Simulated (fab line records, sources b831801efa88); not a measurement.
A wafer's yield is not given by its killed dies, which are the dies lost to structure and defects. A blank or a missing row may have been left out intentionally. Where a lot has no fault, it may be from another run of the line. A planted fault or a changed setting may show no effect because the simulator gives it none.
fab line records | flow sky130
record: lots: 6 | wafers: 18 | lastDay: 49
route steps=708 shown VIA2@516 METAL3@532 PAD_OPEN@708
lots untouched by any fault: they come from a run of this same line in which no faults occurred
startH: start of the lot's first displayed wafer, in hours after the record's first day | waitH: time in hours since the lot's previous step | " identical to the entry in the row above | L1.1+2: several wafers, shown together as one row | - no value present, or no start provided | * or withheld: withheld | < > ~ a bound
route shown NAME@n: names a module that has steps shown in the file, with the first one's number in the route | usual: mean/standard deviation taken from wafers without a fault | same: alike in all rows | chamber/n: place in a boat | sites: readings site by site | _std_site: their standard deviation | _edge_site: inner sites' mean taken away from outer sites' mean | radiusMm: for every site, how far away it sits from the centre of the wafer | mask NAME#n: copy n | behind: tool/chamber where the wafer was last shaped | hold: cause of the lot's hold/its duration in hours/its outcome | device: names the non-switching transistor (n, p or np) | end of line: at the end of the route, the tests of the same wafers | for a step that has no rows: nothing shown but its recipe | killed: dies lost to structure and defects at the first sort, not the wafer's yield | map: a wafer's dies, x killed, . not, _ none there
set.NAME: the run value of the setting; set.NAME@STEP: its run value at that earlier step | model.NAME: the simulator's own value behind a step, which no gauge read
lots seen at some steps along the route; tables by step, rows by wafer
services: from which hour (startH, from the record's first day; less than 0 if before it) a tool's chamber was out of use, for how many hours, and why
== steps ==
step: SKY_VIA2_EXPOSE_09
recipe: maskId: VIM2 | na: 0.8 | sourceShape: annular | sigmaInner: 0.55 | sigmaOuter: 0.85 | targetCdNm: 200 | doseMj: 38
step: SKY_VIA2_PEB_10
recipe: pebTempC: withheld | pebTimeS: withheld | resist: KrF-thick
step: SKY_VIA2_DEVELOP_11
recipe: developTimeS: 60 | resist: KrF-thick | devTempC: 21
step: SKY_VIA2_CD_MEAS_12
recipe: targetCdNm: 200
usual: cdNm: 200.5/1.4
lot.wafer | tool     | chamber | startH | waitH | cdNm
L976.2    | cdSem-02 | -       | 835.70 | -     | 198.3
L976.4    | "        | -       | "      | "     | 199.5
L976.6    | "        | -       | "      | "     | 199.6
L982.1    | cdSem-02 | -       | 900.80 | -     | 203.1
L982.3    | "        | -       | "      | "     | 202.4
L982.5    | "        | -       | "      | "     | 201.6
L986.3    | cdSem-01 | -       | 917.91 | -     | 199.0
L986.5    | "        | -       | "      | "     | 200.2
L986.6    | "        | -       | "      | "     | 200.7
L987.1    | cdSem-01 | -       | 926.42 | -     | 202.6
L987.5    | "        | -       | "      | "     | 201.3
L987.6    | "        | -       | "      | "     | 200.4
L992.3    | cdSem-01 | -       | 972.47 | -     | 200.8
L992.5    | "        | -       | "      | "     | 202.2
L992.6    | "        | -       | "      | "     | 201.4
L993.1    | cdSem-01 | -       | 984.92 | -     | 199.1
L993.4    | "        | -       | "      | "     | 200.4
L993.6    | "        | -       | "      | "     | 201.1
step: SKY_VIA2_OVL_MEAS_13
usual: VIA2_OVL: -2/5.5
lot.wafer | tool       | chamber | startH | waitH | VIA2_OVL[nm]
L976.2    | overlay-01 | -       | 835.81 | 0.1   | -7
L976.4    | "          | -       | "      | "     | -4
L976.6    | "          | -       | "      | "     | 3
L982.1    | overlay-02 | -       | 900.92 | 0.1   | 7
L982.3    | "          | -       | "      | "     | 0
L982.5    | "          | -       | "      | "     | 4
L986.3    | overlay-01 | -       | 918.01 | 0.1   | -3
L986.5    | "          | -       | "      | "     | -4
L986.6    | "          | -       | "      | "     | 3
L987.1    | overlay-01 | -       | 926.54 | 0.1   | -6
L987.5    | "          | -       | "      | "     | 1
L987.6    | "          | -       | "      | "     | -9
L992.3    | overlay-02 | -       | 972.57 | 0.1   | 7
L992.5    | "          | -       | "      | "     | 0
L992.6    | "          | -       | "      | "     | -1
L993.1    | overlay-02 | -       | 985.04 | 0.1   | -11
L993.4    | "          | -       | "      | "     | -10
L993.6    | "          | -       | "      | "     | -7
step: SKY_VIA2_ETCH_14
recipe: chemistry: N2/H2 | target: BARC | ionEnergyEv: 200 | sourceW: 500 | biasW: 100 | pressureMtorr: 30 | n2FlowSccm: 100 | h2FlowSccm: 200 | stopOn: SiO2 | timeS: 45.9 | targetDepthA: 600
usual: drypumpMotorCurrentA: 5.9/0.38 | oesProductAu: 0.855/0.0049 | throttleValvePct: 13.224/0.0094
lot.wafer | tool       | chamber | startH | waitH | drypumpMotorCurrentA | oesProductAu | rfHoursCounterH | throttleValvePct
L976.2    | rieDiel-02 | 2       | 835.84 | 0.0   | 5.7                  | 0.842        | 13              | 13.233
L976.4    | "          | 1       | "      | "     | 5.5                  | 0.848        | 5               | 13.221
L976.6    | "          | 1       | "      | "     | 5.5                  | 0.851        | -               | 13.238
L982.1    | rieDiel-04 | 0       | 900.96 | 0.0   | 5.8                  | 0.854        | 5               | 13.225
L982.3    | "          | 1       | "      | "     | 5.7                  | 0.863        | 12              | 13.236
L982.5    | "          | 3       | "      | "     | 6.0                  | 0.861        | -               | 13.232
L986.3    | rieDiel-03 | 3       | 918.05 | 0.0   | 5.7                  | 0.852        | -               | 13.202
L986.5    | "          | 2       | "      | "     | 6.0                  | 0.858        | -               | 13.231
L986.6    | "          | 3       | "      | "     | 5.7                  | 0.868        | -               | 13.222
L987.1    | rieDiel-02 | 3       | 926.58 | 0.0   | 5.3                  | 0.857        | 15              | 13.213
L987.5    | "          | 3       | "      | "     | 5.3                  | 0.864        | -               | 13.213
L987.6    | "          | 2       | "      | "     | 5.8                  | 0.852        | -               | 13.236
L992.3    | rieDiel-03 | 2       | 972.61 | 0.0   | 6.0                  | 0.857        | -               | 13.244
L992.5    | "          | 2       | "      | "     | 6.0                  | 0.866        | -               | 13.224
L992.6    | "          | 1       | "      | "     | 5.3                  | 0.860        | -               | 13.216
L993.1    | rieDiel-04 | 0       | 985.08 | 0.0   | 5.8                  | 0.856        | 8               | 13.223
L993.4    | "          | 3       | "      | "     | 6.0                  | 0.854        | 0               | 13.220
L993.6    | "          | 3       | "      | "     | 6.0                  | 0.861        | -               | 13.226
step: SKY_VIA2_ETCH_15
recipe: target: SiO2 | chemistry: C4F8/O2/Ar | targetDepthNm: 546 | stopOn: TiN | maskMaterial: KrF-thick | sourceW: 1500 | biasW: 1200 | pressureMtorr: 40 | c4f8FlowSccm: withheld | O2_flow_sccm: 6 | Ar_flow_sccm: 300 | timeS: 84
usual: oesProductAu: 0.940/0.0045
lot.wafer | tool       | chamber | startH | waitH | oesProductAu | rfHoursCounterH
L976.2    | rieDiel-02 | 2       | 835.88 | 0.0   | 0.943        | 13
L976.4    | "          | 1       | "      | "     | 0.939        | 5
L976.6    | "          | 1       | "      | "     | 0.938        | -
L982.1    | rieDiel-04 | 0       | 901.00 | 0.0   | 0.943        | 5
L982.3    | "          | 1       | "      | "     | 0.945        | 12
L982.5    | "          | 3       | "      | "     | 0.938        | -
L986.3    | rieDiel-03 | 3       | 918.12 | 0.1   | 0.935        | -
L986.5    | "          | 2       | "      | "     | 0.943        | -
L986.6    | "          | 3       | "      | "     | 0.944        | -
L987.1    | rieDiel-02 | 3       | 926.62 | 0.0   | 0.944        | 15
L987.5    | "          | 3       | "      | "     | 0.948        | -
L987.6    | "          | 2       | "      | "     | 0.943        | -
L992.3    | rieDiel-03 | 2       | 972.68 | 0.1   | 0.937        | -
L992.5    | "          | 2       | "      | "     | 0.936        | -
L992.6    | "          | 1       | "      | "     | 0.946        | -
L993.1    | rieDiel-04 | 0       | 985.12 | 0.0   | 0.951        | 8
L993.4    | "          | 3       | "      | "     | 0.946        | 0
L993.6    | "          | 3       | "      | "     | 0.942        | -
step: SKY_VIA2_STRIP_16
recipe: chemistry: O2/N2 | powerW: 1400 | pressureMtorr: 1500 | platenTempC: withheld | o2FlowSccm: 3000 | n2FlowSccm: 300 | overashFraction: 0.5
usual: drypumpMotorCurrentA: 5.5/0.41 | oesProductAu: 0.399/0.0044 | stripTimeToEndpointS: 4.058/0.021
lot.wafer | tool           | chamber | startH | waitH | drypumpMotorCurrentA | oesProductAu | rfHoursCounterH | stripTimeToEndpointS
L976.2    | plasmaAsher-02 | 0       | 835.94 | 0.0   | 5.1                  | 0.403        | 68              | 4.085
L976.4    | "              | 0       | "      | "     | 5.1                  | 0.397        | -               | 4.064
L976.6    | "              | 1       | "      | "     | 5.8                  | 0.404        | -               | 4.086
L982.1    | plasmaAsher-02 | 1       | 901.06 | 0.0   | 5.8                  | 0.405        | 74              | 4.036
L982.3    | "              | 0       | "      | "     | 5.1                  | 0.392        | -               | 4.066
L982.5    | "              | 0       | "      | "     | 5.1                  | 0.401        | -               | 4.040
L986.3    | plasmaAsher-01 | 0       | 918.22 | 0.1   | 4.9                  | 0.392        | -               | 4.049
L986.5    | "              | 1       | "      | "     | 6.3                  | 0.392        | -               | 4.044
L986.6    | "              | 0       | "      | "     | 4.9                  | 0.401        | -               | 4.070
L987.1    | plasmaAsher-03 | 1       | 926.69 | 0.0   | 5.8                  | 0.401        | 18              | 4.071
L987.5    | "              | 1       | "      | "     | 5.8                  | 0.400        | -               | 4.074
L987.6    | "              | 0       | "      | "     | 5.6                  | 0.405        | -               | 4.106
L992.3    | plasmaAsher-02 | 0       | 972.78 | 0.1   | 5.1                  | 0.398        | -               | 4.039
L992.5    | "              | 1       | "      | "     | 5.8                  | 0.405        | -               | 4.054
L992.6    | "              | 0       | "      | "     | 5.1                  | 0.393        | -               | 4.066
L993.1    | plasmaAsher-02 | 1       | 985.19 | 0.0   | 5.8                  | 0.398        | 82              | 4.030
L993.4    | "              | 0       | "      | "     | 5.1                  | 0.399        | -               | 4.047
L993.6    | "              | 1       | "      | "     | 5.8                  | 0.401        | -               | 4.015
step: SKY_VIA2_STRIP_17
recipe: chemistry: postEtchResidueRemover | timeS: 1200 | tempC: 72.5
step: SKY_VIA2_CLEAN_18
recipe: chemistry: IPA | timeS: 180 | tempC: 25
step: SKY_VIA2_CLEAN_19
recipe: chemistry: O3/DIW | dry: n2Spin
step: SKY_VIA2_SPUTTER_20
recipe: material: TiN | targetThkNm: 20 | chamberPressurePa: 5 | powerW: 4000 | timeS: 80
usual: chamberPressurePa: 5.000/0.0099 | throttleValvePct: 30.1/1.1
lot.wafer | tool          | chamber | startH | waitH | chamberPressurePa | throttleValvePct
L976.2    | pvdSputter-03 | -       | 836.54 | 0.0   | 4.996             | 30.5
L976.4    | "             | -       | "      | "     | 5.014             | 30.4
L976.6    | "             | -       | "      | "     | 5.005             | 30.3
L982.1    | pvdSputter-04 | -       | 901.65 | 0.0   | 5.011             | 29.9
L982.3    | "             | -       | "      | "     | 4.998             | 31.0
L982.5    | "             | -       | "      | "     | 4.991             | 29.6
L986.3    | pvdSputter-04 | -       | 918.85 | 0.0   | 5.018             | 29.9
L986.5    | "             | -       | "      | "     | 5.006             | 31.1
L986.6    | "             | -       | "      | "     | 5.007             | 31.0
L987.1    | pvdSputter-04 | -       | 927.32 | 0.0   | 5.011             | 29.7
L987.5    | "             | -       | "      | "     | 5.007             | 31.1
L987.6    | "             | -       | "      | "     | 4.989             | 31.1
L992.3    | pvdSputter-04 | -       | 973.46 | 0.0   | 4.984             | 30.3
L992.5    | "             | -       | "      | "     | 5.012             | 31.0
L992.6    | "             | -       | "      | "     | 5.008             | 30.1
L993.1    | pvdSputter-03 | -       | 985.78 | 0.0   | 4.996             | 27.7
L993.4    | "             | -       | "      | "     | 4.991             | 27.9
L993.6    | "             | -       | "      | "     | 5.007             | 28.8
step: SKY_VIA2_CVD_21
recipe: material: W | targetThkNm: 420 | timeS: 126.4 | tempC: 400 | pressureTorr: 40
usual: heaterPowerW: 844/92
lot.wafer | tool    | chamber | startH | waitH | heaterPowerW | sinceWetCleanH | model.W_of_VIA2_CVD_21.thkNm
L976.2    | cvdW-02 | 0       | 836.60 | 0.0   | 936          | 433            | 421.1
L976.4    | "       | 1       | "      | "     | 774          | -              | 416.6
L976.6    | "       | 1       | "      | "     | 766          | -              | 417.7
L982.1    | cvdW-01 | 0       | 901.72 | 0.0   | 950          | 998            | 422.8
L982.3    | "       | 1       | "      | "     | 737          | -              | 417.2
L982.5    | "       | 0       | "      | "     | 964          | -              | 419.7
L986.3    | cvdW-02 | 0       | 918.96 | 0.1   | 943          | -              | 419
L986.5    | "       | 1       | "      | "     | 758          | -              | 611.6
L986.6    | "       | 0       | "      | "     | 940          | -              | 418.8
L987.1    | cvdW-02 | 0       | 927.38 | 0.0   | 940          | 523            | 421.7
L987.5    | "       | 0       | "      | "     | 929          | -              | 612.7
L987.6    | "       | 1       | "      | "     | 767          | -              | 415.2
L992.3    | cvdW-01 | 0       | 973.56 | 0.1   | 905          | -              | 418.3
L992.5    | "       | 0       | "      | "     | 904          | -              | 417.5
L992.6    | "       | 1       | "      | "     | 745          | -              | 415.1
L993.1    | cvdW-01 | 0       | 985.84 | 0.0   | 938          | 68             | 421
L993.4    | "       | 0       | "      | "     | 940          | -              | 415.3
L993.6    | "       | 1       | "      | "     | 717          | -              | 411.8
step: SKY_VIA2_RS_MEAS_22
recipe: thkMeasGauge: four-point-probe | reads: W_of_VIA2_CVD_21+TiN_of_VIA2_SPUTTER_20
usual: VIA2_W_RS: 0.273/0.0044
lot.wafer | tool         | chamber | startH | waitH | VIA2_W_RS[ohm/sq]
L976.2    | filmMetro-01 | -       | 836.75 | 0.1   | 0.272
L976.4    | "            | -       | "      | "     | 0.276
L976.6    | "            | -       | "      | "     | 0.275
L982.1    | filmMetro-01 | -       | 901.85 | 0.1   | 0.271
L982.3    | "            | -       | "      | "     | 0.275
L982.5    | "            | -       | "      | "     | 0.273
L986.3    | filmMetro-02 | -       | 919.08 | 0.1   | 0.273
L986.5    | "            | -       | "      | "     | 0.187
L986.6    | "            | -       | "      | "     | 0.273
L987.1    | filmMetro-04 | -       | 927.51 | 0.1   | 0.272
L987.5    | "            | -       | "      | "     | 0.187
L987.6    | "            | -       | "      | "     | 0.276
L992.3    | filmMetro-04 | -       | 973.69 | 0.1   | 0.275
L992.5    | "            | -       | "      | "     | 0.275
L992.6    | "            | -       | "      | "     | 0.276
L993.1    | filmMetro-04 | -       | 985.97 | 0.1   | 0.272
L993.4    | "            | -       | "      | "     | 0.276
L993.6    | "            | -       | "      | "     | 0.279
step: SKY_VIA2_THK_MEAS_23
recipe: thkMeasGauge: xrf | reads: W_of_VIA2_CVD_21
usual: VIA2_W_THK: 412/7.4
lot.wafer | tool         | chamber | startH | waitH | VIA2_W_THK[nm]
L976.2    | filmMetro-01 | -       | 836.86 | 0.1   | 412
L976.4    | "            | -       | "      | "     | 411
L976.6    | "            | -       | "      | "     | 410
L982.1    | filmMetro-01 | -       | 901.97 | 0.1   | 413
L982.3    | "            | -       | "      | "     | 407
L982.5    | "            | -       | "      | "     | 412
L986.3    | filmMetro-02 | -       | 919.18 | 0.1   | 406
L986.5    | "            | -       | "      | "     | -
L986.6    | "            | -       | "      | "     | 408
L987.1    | filmMetro-04 | -       | 927.63 | 0.1   | 413
L987.5    | "            | -       | "      | "     | -
L987.6    | "            | -       | "      | "     | 405
L992.3    | filmMetro-04 | -       | 973.79 | 0.1   | 411
L992.5    | "            | -       | "      | "     | 409
L992.6    | "            | -       | "      | "     | 407
L993.1    | filmMetro-04 | -       | 986.09 | 0.1   | 416
L993.4    | "            | -       | "      | "     | 411
L993.6    | "            | -       | "      | "     | 407
step: SKY_VIA2_CMP_24
recipe: stopOn: SiO2 | tOverpolishS: 20 | downForcePsi: 3.5 | platenRpm: 60 | targetThkNm: 0 | padVelocityMS: 0.94248
usual: headPressurePsi: 3.499/0.0079 | motorCurrentA: 11.4/1.4 | timeToEndpointS: 102/4.2
lot.wafer | tool   | chamber | startH | waitH | headPressurePsi | motorCurrentA | timeToEndpointS
L976.2    | cmp-01 | 0       | 837.01 | 0.1   | 3.510           | 10.1          | 105
L976.4    | "      | 1       | "      | "     | 3.495           | 13.0          | 102
L976.6    | "      | 3       | "      | "     | 3.508           | 13.4          | 107
L982.1    | cmp-01 | 0       | 902.03 | 0.1   | 3.501           | 10.2          | 104
L982.3    | "      | 1       | "      | "     | 3.500           | 13.2          | 104
L982.5    | "      | 0       | "      | "     | 3.507           | 9.9           | 101
L986.3    | cmp-02 | 0       | 919.37 | 0.2   | 3.502           | 9.4           | 97
L986.6    | "      | 1       | "      | "     | 3.504           | 11.3          | 101
L986.5    | "      | 2       | "      | "     | 3.483           | 10.5          | 149
L987.1    | cmp-02 | 0       | 927.79 | 0.1   | 3.502           | 9.8           | 98
L987.6    | "      | 2       | "      | "     | 3.488           | 10.7          | 100
L987.5    | "      | 3       | "      | "     | 3.495           | 9.8           | 149
L992.3    | cmp-01 | 0       | 973.83 | 0.0   | 3.495           | 10.5          | 100
L992.6    | "      | 0       | "      | "     | 3.491           | 10.3          | 97
L992.5    | "      | 1       | "      | "     | 3.492           | 13.0          | 98
L993.4    | cmp-02 | 3       | 986.25 | 0.1   | 3.498           | 10.1          | 103
L993.1    | "      | 0       | "      | "     | 3.514           | 9.8           | 99
L993.6    | "      | 1       | "      | "     | 3.495           | 11.3          | 102
step: SKY_METAL3_SPUTTER_00
recipe: material: Ti | targetThkNm: 15 | powerW: 3000 | timeS: 10 | chamberPressurePa: 0.4
usual: chamberPressurePa: 0.4001/0.00074 | throttleValvePct: 29.8/1.2
lot.wafer | tool          | chamber | startH | waitH | chamberPressurePa | throttleValvePct
L976.2    | pvdSputter-04 | -       | 837.21 | 0.1   | 0.4008            | 30.3
L976.4    | "             | -       | "      | "     | 0.4016            | 30.2
L976.6    | "             | -       | "      | "     | 0.4000            | 30.9
L982.1    | pvdSputter-03 | -       | 902.33 | 0.2   | 0.3994            | 27.9
L982.3    | "             | -       | "      | "     | 0.4002            | 28.6
L982.5    | "             | -       | "      | "     | 0.4008            | 28.7
L986.3    | pvdSputter-03 | -       | 919.52 | 0.1   | 0.3999            | 27.9
L986.5    | "             | -       | "      | "     | 0.4006            | 27.9
L986.6    | "             | -       | "      | "     | 0.4001            | 30.6
L987.1    | pvdSputter-01 | -       | 927.99 | 0.1   | 0.4006            | 29.2
L987.5    | "             | -       | "      | "     | 0.4004            | 29.3
L987.6    | "             | -       | "      | "     | 0.3997            | 29.4
L992.3    | pvdSputter-03 | -       | 974.13 | 0.2   | 0.4001            | 30.7
L992.5    | "             | -       | "      | "     | 0.3997            | 30.6
L992.6    | "             | -       | "      | "     | 0.4004            | 28.6
L993.1    | pvdSputter-01 | -       | 986.45 | 0.1   | 0.4005            | 29.7
L993.4    | "             | -       | "      | "     | 0.3992            | 30.4
L993.6    | "             | -       | "      | "     | 0.3996            | 29.7
step: SKY_PAD_OPEN_PROBE_99
usual: defectLimitedYield: 82.6/1.8 | killed_at_M0_to_M3: 43/7 | killed_at_M4_up: 3.4/1.9 | killedAtContacts: 24/5.4 | killedAtFrontEnd: 15/4.4 | killedAtOther: 0.4/0.63 | killedDies: 86/9.1 | killedOpen: 46/6.6 | killedShort: 39/6.6 | sort_bin_3_pad_short: 0.9/0.46 | sort_bin_5_function: 10.3/1.4 | sort_bin_6_memory: 6.2/1.1 | sortNPass: 406/9.1 | sortYieldPct: 82.6/1.8
same: grossDies: 492 | killedAtBackSide: 0 | sort_bin_4_leakage[%]: 0 | sort_bin_8_speed[%]: 0
lot.wafer | tool      | chamber | startH  | waitH | defectLimitedYield[%] | killed_at_M0_to_M3 | killed_at_M4_up | killedAtContacts | killedAtFrontEnd | killedAtOther | killedDies | killedOpen | killedShort | sort_bin_3_pad_short[%] | sort_bin_5_function[%] | sort_bin_6_memory[%] | sortNPass | sortYieldPct[%]
L976.2    | prober-01 | -       | 1064.25 | 0.1   | 82.9                  | 42                 | 2               | 17               | 23               | 0             | 84         | 53         | 31          | 0.4                     | 8.7                    | 7.9                  | 408       | 82.9
L976.4    | prober-01 | -       | 1064.35 | 0.2   | 80.1                  | 50                 | 3               | 28               | 17               | 0             | 98         | 54         | 44          | 0.4                     | 12.6                   | 6.9                  | 394       | 80.1
L976.6    | prober-01 | -       | 1064.45 | 0.2   | 82.1                  | 38                 | 6               | 27               | 17               | 0             | 88         | 43         | 45          | 0.8                     | 11.4                   | 5.7                  | 404       | 82.1
L982.1    | prober-02 | -       | 1118.69 | 0.1   | 82.1                  | 45                 | 2               | 26               | 15               | 0             | 88         | 47         | 41          | 1.4                     | 10.2                   | 6.3                  | 404       | 82.1
L982.3    | prober-02 | -       | 1118.79 | 0.2   | 83.1                  | 33                 | 6               | 22               | 22               | 0             | 83         | 35         | 47          | 1.6                     | 9.6                    | 5.7                  | 409       | 83.1
L982.5    | prober-02 | -       | 1118.89 | 0.2   | 83.3                  | 30                 | 4               | 36               | 12               | 0             | 82         | 44         | 38          | 0.4                     | 9.6                    | 6.7                  | 410       | 83.3
L986.3    | prober-01 | -       | 1130.87 | 0.2   | 79.9                  | 51                 | 7               | 21               | 20               | 0             | 99         | 47         | 52          | 0.6                     | 11.2                   | 8.3                  | 393       | 79.9
L986.5    | prober-01 | -       | 1130.97 | 0.2   | 82.1                  | 46                 | 1               | 23               | 18               | 0             | 88         | 50         | 38          | 0.6                     | 11.8                   | 5.5                  | 404       | 82.1
L986.6    | prober-01 | -       | 1131.02 | 0.2   | 82.3                  | 48                 | 1               | 21               | 17               | 0             | 87         | 52         | 35          | 1.2                     | 9.8                    | 6.7                  | 405       | 82.3
L987.1    | prober-02 | -       | 1136.46 | 0.1   | 83.1                  | 40                 | 1               | 29               | 13               | 0             | 83         | 46         | 37          | 0.8                     | 10.0                   | 6.1                  | 409       | 83.1
L987.5    | prober-02 | -       | 1136.66 | 0.2   | 80.5                  | 49                 | 3               | 30               | 14               | 0             | 96         | 51         | 45          | 1.0                     | 10.8                   | 7.7                  | 396       | 80.5
L987.6    | prober-02 | -       | 1136.71 | 0.2   | 82.1                  | 45                 | 1               | 20               | 22               | 0             | 88         | 54         | 34          | 1.4                     | 10.2                   | 6.3                  | 404       | 82.1
L993.1    | prober-01 | -       | 1182.95 | 0.1   | 82.5                  | 37                 | 4               | 21               | 23               | 1             | 86         | 51         | 35          | 0.8                     | 10.6                   | 6.1                  | 406       | 82.5
L993.4    | prober-01 | -       | 1183.10 | 0.2   | 80.7                  | 42                 | 4               | 26               | 23               | 0             | 95         | 52         | 43          | 1.4                     | 13.0                   | 4.9                  | 397       | 80.7
L993.6    | prober-01 | -       | 1183.20 | 0.2   | 85.2                  | 28                 | 5               | 21               | 19               | 0             | 73         | 41         | 32          | 1.2                     | 7.7                    | 5.9                  | 419       | 85.2
killed by level:class
L976.2 VIA1:geometricParticle:open=12 FIELD_ISO:geometricParticle:open=10 CONTACT:geometricParticle:open=9 METAL2:geometricParticle:short=7 VIA2:geometricParticle:open=7 FIELD_ISO:geometricParticle:short=4 POLY_GATE:geometricParticle:open=4 VIA3:geometricParticle:open=4
L976.4 VIA1:geometricParticle:open=15 LI_CONTACT:geometricParticle:open=10 METAL2:geometricParticle:short=9 POLY_GATE:geometricParticle:short=7 CONTACT:geometricParticle:open=7 VIA3:geometricParticle:open=7 VIA2:geometricParticle:open=6 LI_CONTACT:geometricParticle:short=5
L976.6 CONTACT:geometricParticle:open=13 METAL2:geometricParticle:short=8 VIA1:geometricParticle:short=7 LI_CONTACT:geometricParticle:open=6 METAL4:geometricParticle:short=5 METAL3:geometricParticle:short=5 FIELD_ISO:geometricParticle:open=4 POLY_GATE:geometricParticle:open=4
L982.1 CONTACT:geometricParticle:open=10 VIA1:geometricParticle:open=9 METAL2:geometricParticle:short=7 VIA2:geometricParticle:open=6 LOCAL_INTERCONNECT:geometricParticle:short=6 LI_CONTACT:geometricParticle:open=5 METAL1:geometricParticle:short=4 VIA3:geometricParticle:short=4
L982.3 POLY_GATE:geometricParticle:short=7 FIELD_ISO:geometricParticle:open=6 VIA2:geometricParticle:open=6 LI_CONTACT:geometricParticle:open=5 CONTACT:geometricParticle:open=5 VIA1:geometricParticle:short=5 METAL2:geometricParticle:short=5 VIA3:geometricParticle:open=5
L982.5 CONTACT:geometricParticle:open=16 LI_CONTACT:geometricParticle:open=9 METAL1:geometricParticle:short=8 CONTACT:geometricParticle:short=5 FIELD_ISO:geometricParticle:open=4 LOCAL_INTERCONNECT:geometricParticle:short=4 METAL2:geometricParticle:short=4 VIA2:geometricParticle:open=4
L986.3 VIA1:geometricParticle:open=10 FIELD_ISO:geometricParticle:short=9 LOCAL_INTERCONNECT:geometricParticle:short=7 METAL2:geometricParticle:short=7 VIA3:geometricParticle:open=7 CONTACT:geometricParticle:open=5 METAL3:geometricParticle:short=5 VIA2:geometricParticle:open=5
L986.5 VIA1:geometricParticle:open=13 FIELD_ISO:geometricParticle:open=8 VIA2:geometricParticle:open=8 CONTACT:geometricParticle:open=7 LI_CONTACT:geometricParticle:open=6 LOCAL_INTERCONNECT:geometricParticle:short=6 METAL3:geometricParticle:short=6 METAL2:geometricParticle:short=5
L986.6 VIA1:geometricParticle:open=15 CONTACT:geometricParticle:open=11 VIA1:geometricParticle:short=6 FIELD_ISO:geometricParticle:open=5 POLY_GATE:geometricParticle:short=5 CONTACT:geometricParticle:short=5 VIA2:geometricParticle:short=5 VIA2:geometricParticle:open=5
L987.1 LI_CONTACT:geometricParticle:open=12 VIA1:geometricParticle:open=10 VIA1:geometricParticle:short=8 CONTACT:geometricParticle:open=7 VIA2:geometricParticle:open=6 METAL1:geometricParticle:short=5 CONTACT:geometricParticle:short=4 POLY_GATE:geometricParticle:open=3
L987.5 LI_CONTACT:geometricParticle:open=12 VIA2:geometricParticle:open=10 METAL1:geometricParticle:short=8 CONTACT:geometricParticle:short=6 CONTACT:geometricParticle:open=6 VIA3:geometricParticle:open=6 VIA2:geometricParticle:short=5 VIA1:geometricParticle:open=5
L987.6 VIA1:geometricParticle:open=11 VIA3:geometricParticle:open=10 CONTACT:geometricParticle:open=9 FIELD_ISO:geometricParticle:short=6 VIA2:geometricParticle:open=6 FIELD_ISO:geometricParticle:open=5 POLY_GATE:geometricParticle:open=5 VIA1:geometricParticle:short=5
L993.1 VIA2:geometricParticle:open=10 CONTACT:geometricParticle:open=9 VIA3:geometricParticle:open=7 FIELD_ISO:geometricParticle:open=6 LI_CONTACT:geometricParticle:open=6 VIA1:geometricParticle:open=5 FIELD_ISO:geometricParticle:short=4 POLY_GATE:geometricParticle:open=4
L993.4 CONTACT:geometricParticle:open=10 LI_CONTACT:geometricParticle:open=8 METAL1:geometricParticle:short=8 VIA1:geometricParticle:open=7 VIA3:geometricParticle:open=7 POLY_GATE:geometricParticle:open=6 POLY_GATE:geometricParticle:short=6 METAL2:geometricParticle:short=5
L993.6 CONTACT:geometricParticle:open=9 POLY_GATE:geometricParticle:open=8 VIA2:geometricParticle:open=7 POLY_GATE:geometricParticle:short=4 CONTACT:geometricParticle:short=4 VIA1:geometricParticle:open=4 FIELD_ISO:geometricParticle:open=3 METAL4:geometricParticle:short=3
== services ==
tool           | chamber | startH | hours | kind
plasmaAsher-02 | -       | 814.99 | 9.5   | repair
cmp-02         | -       | 817.19 | 6.6   | pm
rieDiel-04     | 2       | 820.89 | 9.6   | repair
cvdW-01        | -       | 822.85 | 1.1   | repair
cmp-01         | -       | 834.26 | 2.6   | repair
rieDiel-02     | 0       | 840.91 | 13.5  | repair
rieDiel-03     | 2       | 849.94 | 5.9   | repair
rieDiel-04     | 2       | 860.65 | 4.4   | repair
cmp-02         | -       | 868.94 | 3.0   | repair
rieDiel-02     | -       | 869.87 | 0.5   | repair
rieDiel-03     | 1       | 873.04 | 58.2  | repair
cvdW-01        | -       | 881.53 | 6.9   | pm
rieDiel-02     | -       | 886.91 | 0.9   | repair
cmp-02         | -       | 888.41 | 8.2   | pm
cmp-01         | -       | 893.89 | 1.3   | repair
cvdW-01        | -       | 904.00 | 14.0  | pm
plasmaAsher-02 | -       | 912.70 | 3.1   | repair
rieDiel-04     | 3       | 912.71 | 7.0   | repair
rieDiel-03     | 0       | 914.45 | 4.4   | repair
cmp-02         | -       | 919.52 | 4.0   | pm
rieDiel-04     | 3       | 920.05 | 5.9   | repair
pvdSputter-03  | -       | 945.81 | 0.8   | repair
rieDiel-04     | 3       | 948.60 | 7.6   | repair
rieDiel-03     | 3       | 959.79 | 83.3  | repair
== key ==
firstSign: step: SKY_VIA2_RS_MEAS_22 | reading: VIA2_W_RS | direction: down | sigmas: 20 | usual: 0.273 | struck: 0.187
effect: step: SKY_VIA2_THK_MEAS_23 | reading: VIA2_W_THK | direction: missing
effect: step: SKY_VIA2_CMP_24 | reading: timeToEndpointS | direction: up | sigmas: 11 | usual: * | struck: *
modelEffect: step: SKY_VIA2_CVD_21 | value: W_of_VIA2_CVD_21.thkNm | without: 420.3 | struck: 612.1
metAt SKY_VIA2_CVD_21
struckWafers L986.5,L987.5
onsetBetween 836.60 918.96
fault: kind: processParameterDrift | tool: cvdW-02 | chamber: - | onsetH: 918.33 | steps: SKY_VIA2_CVD_21 | channel: targetThkNm | offset: 192.88 | shape: step | endH: 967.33 | scope: struckWafersOnly | actsIn: theseRecipesOnly | stated: 420
